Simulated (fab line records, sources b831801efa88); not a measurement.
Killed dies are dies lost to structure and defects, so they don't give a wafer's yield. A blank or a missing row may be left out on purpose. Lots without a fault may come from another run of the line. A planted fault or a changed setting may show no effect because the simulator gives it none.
A struck lot beside a sound one | flow gf180mcu | 20 steps out of a route of 602
Sound: wafers L227.1, L227.5, L227.6. Struck: wafer L233.1. (L233.3, L233.6 of the same lot were not struck and are left out.) The cause comes at the end.
At each step with rows: each side's tool, then ch and its chambers, then its first start. Under that, the readings that differ: sound wafers | struck wafers | difference of the means | sigmas: that difference in standard deviations of wafers without a fault.
alike: readings whose means differ by less than 2 such deviations, and words and numbers that are the same on both sides. not compared: withheld readings, readings that some wafer has no value for, bounds like >300 that may hide the same value, and numbers for which the record gives no deviation and whose values overlap.
The two part at a step that has a row with sigmas, a row that says differs or no value, or rows on one side only. Numbers that don't overlap but have no deviation are shown without sigmas and don't part them. A reading that every wafer of one side lacks parts them only if that side has two wafers or more.

GF_HV_LDD_RS_MEAS_53: measures by four-point-probe.
  sound on film_metro-01, day 14 22:48; struck on film_metro-01, day 16 15:35
  alike: HV_LDD_RS
then, 1 step without rows for these wafers: GF_HV_LDD_CVD_54 (deposits SiO2 from TEOS, target thk 10 nm, time 75 s).
GF_HV_LDD_THK_MEAS_55:
  sound on film_metro-01, day 14 23:56; struck on film_metro-04, day 16 16:43
  alike: HV_LDD_CVD_54_THK
then, 1 step without rows for these wafers: GF_HV_LDD_CVD_56 (deposits Si3N4 from DCS/NH3, target thk 90 nm, time 1543 s).
GF_HV_LDD_THK_MEAS_57:
  sound on film_metro-04, day 15 01:26; struck on film_metro-01, day 16 18:13
  reading                | sound          | struck | difference | sigmas
  HV_LDD_CVD_56_THK (nm) | 91.2 91.4 92.1 | 89.2   | -2.4       | -2
GF_HV_LDD_ETCHBACK_58: etches Si3N4 in CH3F/O2, stops on SiO2, time 100 s, target depth 90 nm.
  sound on rie_diel-02 ch 0,2,3, day 15 01:29; struck on rie_diel-02 ch 2, day 16 18:16
  alike: ch3f_flow_sccm, chamber_pressure_mTorr, drypump_motor_current_A, oes_product_au, throttle_valve_pct
  not compared: rf_hours_counter_h
then, 6 steps without rows for these wafers: GF_NSD_DEHYDRATE_00 (time 60 s); GF_NSD_HMDS_01 (prime time 60 s); GF_NSD_COAT_02 (resist thk 1000 nm); GF_NSD_SOFTBAKE_03 (time 60 s); GF_NSD_EXPOSE_04 (exposes mask Nplus, target cd 400 nm); GF_NSD_PEB_05.
GF_NSD_DEVELOP_06: develop time 60 s.
  sound on litho_track-01 ch 0, day 15 23:11; struck on litho_track-01 ch 0, day 17 17:38
GF_NSD_CD_MEAS_07: target cd 400 nm.
  sound on cd_sem-02, day 15 23:20; struck on cd_sem-02, day 17 17:47
  not compared: cd_nm
GF_NSD_OVL_MEAS_08:
  sound on overlay-01, day 15 23:28; struck on overlay-01, day 17 17:55
  not compared: NSD_OVL
then, 2 steps without rows for these wafers: GF_NSD_IMPLANT_09; GF_NSD_IMPLANT_10.
GF_NSD_STRIP_11: strips in O2/N2.
  sound on plasma_asher-01 ch 0,1, day 15 23:48; struck on plasma_asher-04 ch 0, day 17 18:15
  alike: chamber_pressure_mTorr, drypump_motor_current_A, heater_power_w, oes_product_au, strip_time_to_endpoint_s
  not compared: rf_hours_counter_h
GF_NSD_TW_MEAS_12:
  sound on film_metro-04, day 15 23:54; struck on film_metro-01, day 17 18:21
  reading | sound          | struck | difference | sigmas
  NSD_TW  | 4242 4268 4236 | 30     | -4219      | -99 or more
then, 1 step without rows for these wafers: GF_PSD_DEHYDRATE_00 (time 60 s).

WHERE THEY PART
First at GF_HV_LDD_THK_MEAS_57; last, within this record, at GF_NSD_TW_MEAS_12.

WHY: what the simulator had put in
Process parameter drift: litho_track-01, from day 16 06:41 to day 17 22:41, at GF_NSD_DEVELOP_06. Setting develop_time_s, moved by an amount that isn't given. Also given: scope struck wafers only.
